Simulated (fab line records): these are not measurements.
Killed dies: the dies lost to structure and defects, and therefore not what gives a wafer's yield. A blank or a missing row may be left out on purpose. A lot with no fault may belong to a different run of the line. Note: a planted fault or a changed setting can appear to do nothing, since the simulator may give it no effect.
Which tool did it? | flow gf180mcu | 36 wafers from 12 lots sampled at 4 of the route's 602 steps

== WHAT THE GAUGES READ, wafer by wafer ==
GF_LVPWELL_TW_MEAS_11.
lot  | measured    | on            | LVPWELL_TW
L384 | day 3 22:11 | film metro-04 | 565.3 568.3 564.1
L387 | day 4 15:09 | film metro-04 | 564.3 565.2 564.5
L389 | day 5 02:10 | film metro-04 | 567.3 569.7 567.6
L391 | day 5 15:16 | film metro-03 | 563.5 563.2 564.0
L392 | day 5 18:43 | film metro-03 | 564.5 564.7 563.0
L396 | day 6 16:28 | film metro-04 | 558.0 559.3 557.2
L397 | day 6 22:13 | film metro-04 | 556.9 555.5 554.4
L400 | day 7 13:37 | film metro-04 | 566.3 567.7 565.9
L402 | day 8 02:49 | film metro-04 | 569.3 567.1 572.3
L404 | day 8 11:58 | film metro-03 | 568.0 562.6 566.2
L405 | day 9 07:46 | film metro-03 | 566.0 563.2 564.1
L407 | day 9 12:16 | film metro-04 | 566.0 565.5 564.7

GF_VT_IMPLANT_RS_MEAS_48: measures by four-point-probe.
lot  | measured     | on            | LVPWELL_RS (ohm/sq)
L384 | day 7 14:59  | film metro-04 | 1192.6 1192.8 1193.3
L387 | day 8 09:57  | film metro-03 | 1198.0 1197.2 1196.1
L389 | day 9 00:41  | film metro-03 | 1202.0 1198.0 1200.8
L391 | day 9 15:55  | film metro-03 | 1200.7 1199.8 1204.0
L392 | day 9 20:53  | film metro-04 | 1192.5 1198.8 1192.8
L396 | day 10 23:08 | film metro-03 | 1276.9 1278.5 1278.2
L397 | day 11 05:28 | film metro-04 | 1276.9 1277.1 1280.0
L400 | day 12 00:34 | film metro-04 | 1197.8 1197.2 1198.3
L402 | day 12 13:10 | film metro-02 | 1194.8 1195.4 1191.0
L404 | day 13 01:19 | film metro-02 | 1196.9 1200.8 1200.5
L405 | day 14 01:39 | film metro-04 | 1193.6 1194.2 1195.9
L407 | day 14 05:58 | film metro-04 | 1198.7 1196.1 1198.5

GF_HV_LDD_THK_MEAS_55.
lot  | measured     | on            | HV_LDD_CVD_54_THK (nm)
L384 | day 12 10:40 | film metro-03 | 9.81 9.81 9.85
L387 | day 13 08:59 | film metro-04 | 9.89 10.00 9.90
L389 | day 14 05:31 | film metro-03 | 10.17 10.03 10.11
L391 | day 14 21:57 | film metro-03 | 10.02 9.88 9.86
L392 | day 15 04:01 | film metro-04 | 10.10 9.83 9.90
L396 | day 16 08:05 | film metro-03 | 9.79 9.83 9.91
L397 | day 16 22:57 | film metro-02 | 10.00 9.99 10.03
L400 | day 17 16:44 | film metro-02 | 10.06 9.97 9.88
L402 | day 18 09:23 | film metro-04 | 9.90 10.07 9.97
L404 | day 18 23:44 | film metro-04 | 10.05 10.03 10.06
L405 | day 20 05:32 | film metro-03 | 10.00 9.98 10.06
L407 | day 20 11:08 | film metro-03 | 10.05 10.07 10.25

== WHICH TOOL RAN EACH LOT (tool, then ch and the chambers of the sampled wafers, then the start) ==
lot  | GF_LVPWELL_IMPLANT_09
L384 | implanter-04 ch 0, day 3 21:58
L387 | implanter-03 ch 0, day 4 14:54
L389 | implanter-03 ch 0, day 5 01:55
L391 | implanter-04 ch 0, day 5 15:02
L392 | implanter-02 ch 0, day 5 18:30
L396 | implanter-04 ch 0, day 6 16:13
L397 | implanter-04 ch 0, day 6 21:58
L400 | implanter-02 ch 0, day 7 13:23
L402 | implanter-02 ch 0, day 8 02:34
L404 | implanter-03 ch 0, day 8 11:44
L405 | implanter-02 ch 0, day 9 07:31
L407 | implanter-03 ch 0, day 9 12:01
- GF_LVPWELL_IMPLANT_09

== AS READ BY THE TOOLS THEMSELVES (means over the sampled wafers that have a number; for cases with no such wafer, the mark the record gives instead) ==
GF_LVPWELL_IMPLANT_09.
lot  | tool         | dose ions cm2 | faraday current uA
L384 | implanter-04 | 5e+12         | 28.4
L387 | implanter-03 | 5e+12         | 28.8
L389 | implanter-03 | 5e+12         | 28.2
L391 | implanter-04 | 5e+12         | 28.2
L392 | implanter-02 | 5e+12         | 28.1
L396 | implanter-04 | 3e+12         | 19.5
L397 | implanter-04 | 3e+12         | 18.8
L400 | implanter-02 | 5e+12         | 27.6
L402 | implanter-02 | 5e+12         | 28.0
L404 | implanter-03 | 5e+12         | 28.2
L405 | implanter-02 | 5e+12         | 28.6
L407 | implanter-03 | 5e+12         | 29.0

== THE ANSWER, worked out from the rows above alone ==
Rule: what is usual is taken from the lots themselves. Put in order of their means at a reading, lots are off if they are a third of the lots or fewer, leave a main group of 4 or more, and stand apart from it by a gap of 3 or more times the standard deviation of the main group's means; of several such gaps the widest counts. If all means in a main group match to the digits the tables above print for the reading, that group is not used. A lot without any number at a reading at which 4 lots or more have one is off too. Where the step has rows for the other lots, those lots are counted as sound. Order of review: gauges by route order, followed by the tools' own readings, for which a lot's mean as printed above is used. At the first step where some lot is off, the reading lying furthest off is the one used; lots without a number count as furthest.
Off: L396, L397, at GF_LVPWELL_TW_MEAS_11 (LVPWELL_TW). For the main group the mean is 565.8 and the standard deviation 1.8.
If a tool, at a process step before that reading, ran all the lots that are off and no sound lot after the first of them, it fits. Not tried: the gauges at GF_LVPWELL_TW_MEAS_11; whatever is off there is also off at GF_LVPWELL_IMPLANT_09, on other tools, and gauge error can't account for it. One candidate fits, namely implanter-04 at GF_LVPWELL_IMPLANT_09. Its last sound lot is L391 (day 5 15:02), its first lot that is off L396 (day 6 16:13): a fault that began between those two fits.
The tool's own readings at GF_LVPWELL_IMPLANT_09 bear it out: on the lots that are off they differ by more than 5 times the standard deviation of the sound lots' means. dose ions cm2 reads 3e+12 there against 5e+12 on the sound lots; faraday current uA reads 19.1 there against 28.3 on the sound lots.

== WHAT WAS PUT IN BY THE SIMULATOR ==
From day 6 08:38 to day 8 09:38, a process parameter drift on implanter-04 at GF_LVPWELL_IMPLANT_09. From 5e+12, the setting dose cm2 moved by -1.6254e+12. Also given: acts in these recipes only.
Lots struck among those shown: L396, L397. The rule above found the same.
